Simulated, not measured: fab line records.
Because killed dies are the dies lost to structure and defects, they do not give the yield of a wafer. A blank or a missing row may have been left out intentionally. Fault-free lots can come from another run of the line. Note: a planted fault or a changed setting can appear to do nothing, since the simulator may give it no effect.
A struck lot beside a sound one || flow sky130 || 16 steps out of a route of 708
Sound: these wafers, L482.4, L482.5, L482.6. Struck: wafer L491.3 (L491.4, L491.6, from the same lot, were not struck and are left out); the cause is given at the end.
Order at every step that has rows: each side's tool, ch and its chambers, its first start. Under that, the readings that differ: sound wafers || struck wafers || difference of the means || sigmas: that difference in standard deviations of wafers without a fault.
alike: readings whose means differ by less than 2 such deviations, and words and numbers that are the same on both sides. not compared: withheld readings, readings that some wafer has no value for, bounds like >300 that may hide the same value, and numbers for which the record gives no deviation and whose values overlap.
The two part at a step that has a row with sigmas, a row that says differs or no value, or rows on one side only. When numbers do not overlap yet have no deviation, they are printed without sigmas and do not part them. A reading missing from all wafers of one side parts the sides only when that side holds two or more wafers.

first, 2 steps without rows for these wafers: SKY_LOCAL_INTERCONNECT_PEB_09; SKY_LOCAL_INTERCONNECT_DEVELOP_10 (develop time 60 s).
SKY_LOCAL_INTERCONNECT_CD_MEAS_11: the cd target is 170 nm.
  struck on cd_sem-02, day 36 20:14; sound on cd_sem-02, day 33 23:22
{"reading": "cd_nm (nm)", "sound": "172.0 173.0 170.8", "struck": 167.4, "difference": -4.5, "sigmas": -3}
SKY_LOCAL_INTERCONNECT_OVL_MEAS_12:
  struck on overlay-01, day 36 20:20; sound on overlay-02, day 33 23:26
  alike: LOCAL_INTERCONNECT_OVL
SKY_LOCAL_INTERCONNECT_ETCH_13: etches BARC in N2/H2, stops on SiO2, time 45.9 s, target depth 60 nm.
  sound on rie_metal-01 ch 0,1, day 33 23:29; struck on rie_metal-03 ch 0, day 36 20:23
{"reading": "drypump_motor_current_A (A)", "sound": "6.1 6.7 6.1", "struck": 4.8, "difference": -1.5, "sigmas": -2}
  alike: oes_product_au, throttle_valve_pct
  not compared: rf_hours_counter_h
SKY_LOCAL_INTERCONNECT_METAL_ETCH_14: etches TiN in Cl2/BCl3, stops on PSG, target depth 110 nm, time 31.4 s.
  sound on rie_metal-01 ch 0,1, day 33 23:32; struck on rie_metal-03 ch 0, day 36 20:26
{"reading": "drypump_motor_current_A (A)", "sound": "6.1 6.7 6.1", "struck": 4.8, "difference": -1.5, "sigmas": -2}
  alike: oes_product_au, throttle_valve_pct
  not compared: rf_hours_counter_h
SKY_LOCAL_INTERCONNECT_STRIP_15: strips in O2/N2.
  sound on plasma_asher-01 ch 0,1, day 33 23:36; struck on plasma_asher-02 ch 0, day 36 20:31
{"reading": "strip_time_to_endpoint_s (s)", "sound": "4.727 4.727 4.738", "struck": 4.672, "difference": -0.059, "sigmas": -3}
  alike: drypump_motor_current_A, oes_product_au
  not compared: rf_hours_counter_h
then, 3 steps without rows for these wafers: SKY_LOCAL_INTERCONNECT_STRIP_16 (strips in post etch residue remover, time 1200 s); SKY_LOCAL_INTERCONNECT_CLEAN_17 (cleans in IPA, time 180 s); SKY_LOCAL_INTERCONNECT_CLEAN_18 (cleans in O3/DIW).
SKY_CONTACT_CVD_00: deposits Si3N4, target thk 75 nm.
  sound on pecvd-04 ch 1,2, day 34 00:13; struck on pecvd-04 ch 0, day 36 21:06
{"reading": "heater_power_w (W)", "sound": "608 577 758", "struck": 905, "difference": "+257", "sigmas": "+3"}
SKY_CONTACT_THK_MEAS_01:
  struck on film_metro-02, day 36 21:10; sound on film_metro-02, day 34 00:16
  alike: CONTACT_CVD_00_THK
SKY_CONTACT_HDPCVD_02: deposits SiO2, target thk 565 nm, time 94.2 s.
  sound on hdpcvd-01 ch 0,1,2, day 34 00:20; struck on hdpcvd-01 ch 2, day 36 21:12
{"reading": "run_length_s (s)", "sound": "122.2 121.9 121.0", "struck": 106.4, "difference": -15.3, "sigmas": -36}
{"reading": "model.SiO2_of_CONTACT_HDPCVD_02.thk_nm (nm)", "sound": "563.3 562.9 566.7", "struck": 473.9, "difference": -90.4, "sigmas": ""}
SKY_CONTACT_THK_MEAS_03:
  struck on film_metro-04, day 36 21:17; sound on film_metro-02, day 34 00:24
{"reading": "CONTACT_HDPCVD_THK (nm)", "sound": "563 563 567", "struck": 474, "difference": -90, "sigmas": -18}
SKY_CONTACT_CMP_04: polishes SiO2.
  sound on cmp-02 ch 2,3, day 34 00:29; struck on cmp-01 ch 2, day 36 21:23
{"reading": "time_to_endpoint_s (s)", "sound": "83 81 85", "struck": 53, "difference": -30, "sigmas": -9}
  alike: motor_current_A
SKY_CONTACT_BOW_MEAS_05:
  struck on film_metro-03, day 36 21:40; sound on film_metro-04, day 34 00:47
{"reading": "CONTACT_BOW (um)", "sound": "94 95 99", "struck": 77, "difference": -19, "sigmas": -3}

## WHERE THEY PART
Last at SKY_CONTACT_BOW_MEAS_05 as far as this record goes, first at SKY_LOCAL_INTERCONNECT_CD_MEAS_11.

WHY: whatever the simulator had introduced
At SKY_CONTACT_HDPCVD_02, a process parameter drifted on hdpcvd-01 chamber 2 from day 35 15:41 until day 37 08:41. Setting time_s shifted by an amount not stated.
